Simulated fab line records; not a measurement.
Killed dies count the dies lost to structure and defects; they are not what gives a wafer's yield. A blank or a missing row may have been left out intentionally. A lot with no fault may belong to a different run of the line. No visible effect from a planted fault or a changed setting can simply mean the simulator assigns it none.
Problem report in the 8D (eight disciplines) form, filled by code / flow sky130 / the parts of the form that need people (team, actions taken, sign-off) are left out

1. THE PROBLEM
Across 6 wafers from 2 lots, LDD_HVN_TW at SKY_LDD_HVN_TW_MEAS_10 averages 2737, while fault-free wafers read 1437 with a standard deviation of 8.7. That is +99 or more standard deviations from the usual mean.
Seen first at day 24 17:35 on filmMetro-04, wafer L883.3. The record has a number at this step for 36 wafers belonging to 12 lots. Rule for "out" (also "out of limits"): further than 4 standard deviations from the usual mean. Any other wafer with a number is counted as sound.

2. WHAT IT IS AND WHAT IT IS NOT
question=which readings at this step | is=LDD_HVN_TW | is not=-
question=which lots | is=L883, L885 | is not=L875, L876, L878, L887, L890, L891, L892, L894, L895, L896
question=which wafers of those lots | is=all that have a number | is not=-
question=read on which gauges | is=filmMetro-04 | is not=filmMetro-01, filmMetro-02
question=when | is=from day 24 17:35 | is not=up to then (9 sound wafers); but 21 sound wafers of L887, L890, L891, L892, L894, L895, L896 came after

3. WHAT RULES OUT EACH SUSPECT
Counting: a tool at any process step up to the reading remains a suspect when it ran all the lots that are out and ran no sound lot after the first of those.
- the gauge at SKY_LDD_HVN_TW_MEAS_10: ruled out. All the wafers that are out were read on filmMetro-04, but those of them that SKY_LDD_HVN_IMPLANT_08 has rows for are out there too, on other tools.
- implanter-04 at SKY_LDD_HVN_IMPLANT_08: ruled out as a lasting fault. Sound lots L891, L895 ran on it after its first lot that is out, L883 (day 24 17:22).
Left after counting: nothing in the record.

4. THE CAUSE (what the simulator had put in)
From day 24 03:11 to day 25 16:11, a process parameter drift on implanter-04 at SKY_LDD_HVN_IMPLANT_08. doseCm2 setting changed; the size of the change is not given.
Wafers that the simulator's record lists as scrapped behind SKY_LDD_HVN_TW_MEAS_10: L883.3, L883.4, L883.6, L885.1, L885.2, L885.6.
Counting ruled it out, wrongly: the rule takes a fault to strike every lot that its tool runs from its start on, and this one did not.

5. SEQUENCE OF EFFECTS, ordered by route
Each row: a reading whose mean over the struck wafers that have a number lies more than 3 standard deviations from the usual. Scope: only readings with a usual standard deviation given in the record; hours: median across lots of the time from each lot's start at the first step in this table that gives one to its start at this step; sigmas: change in usual standard deviations.
hours=0; step=SKY_LDD_HVN_IMPLANT_08; reading=doseIonsCm2; usual=2.999e+13; on struck wafers=2.386e+14; change=+2.086e+14; sigmas=+99 or more
hours=0; step=SKY_LDD_HVN_IMPLANT_08; reading=endStationPressureTorr; usual=5.2e-06 Torr; on struck wafers=6.2e-06; change=+1.0e-06; sigmas=+3.4
hours=0; step=SKY_LDD_HVN_IMPLANT_08; reading=faradayCurrentUA; usual=169; on struck wafers=1326; change=+1157; sigmas=+99 or more
hours=0; step=SKY_LDD_HVN_TW_MEAS_10; reading=LDD_HVN_TW; usual=1437; on struck wafers=2737; change=+1300; sigmas=+99 or more
Its process steps:
- SKY_LDD_HVN_IMPLANT_08

6. WHAT WOULD HAVE CAUGHT IT SOONER
In this record the first reading out of limits at a measuring or inspecting step was taken at day 24 17:35, 14 hours after the fault began at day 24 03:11.
The tool's own readings at SKY_LDD_HVN_IMPLANT_08 were out on every struck wafer that the step has a row for (doseIonsCm2, faradayCurrentUA): an alarm limit on them would have fired on the first of those.
